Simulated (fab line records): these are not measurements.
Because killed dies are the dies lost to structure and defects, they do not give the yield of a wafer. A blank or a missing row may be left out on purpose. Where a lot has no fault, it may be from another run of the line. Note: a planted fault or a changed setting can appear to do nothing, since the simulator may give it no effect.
Which tool is to blame? + flow sky130 + 12 lots (36 wafers sampled), 1 step of a 708-step route

WHAT EACH GAUGE READ, for each wafer
SKY_VIA1_BOW_MEAS_03.
| lot  | measured     | on            | VIA1_BOW (um) |
|------|--------------|---------------|---------------|
| L302 | day 32 23:22 | film metro-03 | 91 93 79      |
| L303 | day 33 02:38 | film metro-03 | 77 64 72      |
| L304 | day 33 12:52 | film metro-01 | 69 78 85      |
| L305 | day 33 23:58 | film metro-01 | 76 74 79      |
| L306 | day 34 08:50 | film metro-03 | 89 83 70      |
| L307 | day 34 13:23 | film metro-01 | 94 89 82      |
| L308 | day 35 05:20 | film metro-02 | 85 86 71      |
| L309 | day 35 10:57 | film metro-02 | 77 72 69      |
| L315 | day 37 08:34 | film metro-03 | 77 69 76      |
| L317 | day 38 13:34 | film metro-01 | 81 78 75      |
| L322 | day 39 05:25 | film metro-03 | 95 85 78      |
| L324 | day 40 01:20 | film metro-01 | 74 93 67      |

WHAT TOOL EACH LOT RAN ON (gives the tool, then ch and the chambers of the sampled wafers, and finally the start)
Before these readings, the record contains no process step.

AS READ BY THE TOOLS THEMSELVES (means over the sampled wafers that have a number; for cases with no such wafer, the mark the record gives instead)
The record holds no such reading with a usual standard deviation.

THE ANSWER, worked out from the rows above alone
Rule: what is usual is taken from the lots themselves. The widest of any qualifying gaps counts: lots, ordered by their means at a reading, are off when they make up no more than a third of the lots, leave a main group of 4 or more, and stand apart from it by 3 or more times the standard deviation of that group's means. A main group is skipped when, at the precision printed for the reading in the tables above, its means are all equal. Also off: a lot with no number at a reading for which 4 or more lots have one. Where the step has rows for the other lots, those lots are counted as sound. First the gauges in route order, then the tools' own readings, where a lot's mean is used as printed above. At the first step where some lot is off, the reading lying furthest off is the one used; lots without a number count as furthest.
None of the lots is off at any reading shown; this tells nothing.

WHAT THE SIMULATOR HAD INSERTED
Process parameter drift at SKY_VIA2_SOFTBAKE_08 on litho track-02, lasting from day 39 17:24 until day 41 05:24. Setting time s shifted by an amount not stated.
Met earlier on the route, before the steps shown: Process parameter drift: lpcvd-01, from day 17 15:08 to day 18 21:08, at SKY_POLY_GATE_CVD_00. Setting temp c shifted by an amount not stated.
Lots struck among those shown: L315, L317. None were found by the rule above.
